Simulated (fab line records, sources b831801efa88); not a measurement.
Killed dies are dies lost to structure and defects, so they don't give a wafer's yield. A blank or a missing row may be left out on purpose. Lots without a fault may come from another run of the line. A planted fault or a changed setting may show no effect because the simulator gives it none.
Which tool did it? | flow gf180mcu | 12 lots, 36 wafers sampled, at 1 step of a route of 602

WHAT THE GAUGES READ, wafer by wafer
GF_PSD_RS_MEAS_14: measures by four-point-probe.
lot  | measured     | on            | NSD_RS (ohm/sq)
L075 | day 14 12:10 | film_metro-03 | 46.18 46.06 46.04
L077 | day 15 04:46 | film_metro-04 | 46.28 46.13 46.21
L079 | day 15 21:40 | film_metro-03 | 46.11 46.10 46.08
L081 | day 16 16:56 | film_metro-01 | 46.02 46.02 46.10
L083 | day 17 10:06 | film_metro-03 | 46.06 46.16 46.20
L085 | day 18 00:34 | film_metro-01 | 46.18 46.24 46.34
L087 | day 18 15:06 | film_metro-04 | 46.19 46.26 46.18
L090 | day 20 07:52 | film_metro-01 | 46.10 46.15 46.17
L091 | day 20 10:20 | film_metro-04 | 46.14 46.22 46.08
L093 | day 20 17:19 | film_metro-03 | 46.15 46.11 46.13
L095 | day 21 22:52 | film_metro-04 | 46.13 46.09 46.09
L097 | day 22 18:55 | film_metro-03 | 46.17 46.18 46.14

WHICH TOOL RAN EACH LOT (tool, then ch and the chambers of the sampled wafers, then the start)
The record holds no process step before these readings.

THE ANSWER, worked out from the rows above alone
Rule: what is usual is taken from the lots themselves. Put in order of their means at a reading, lots are off if they are a third of the lots or fewer, leave a main group of 4 or more, and stand apart from it by a gap of 3 or more times the standard deviation of the main group's means; of several such gaps the widest counts. A main group whose means are all the same, to the digits that the tables above print for the reading, isn't used. A lot without any number at a reading at which 4 lots or more have one is off too. The other lots that the step has rows for count as sound.
No lot is off at any reading shown: from this, nothing can be told.

WHAT THE SIMULATOR HAD PUT IN
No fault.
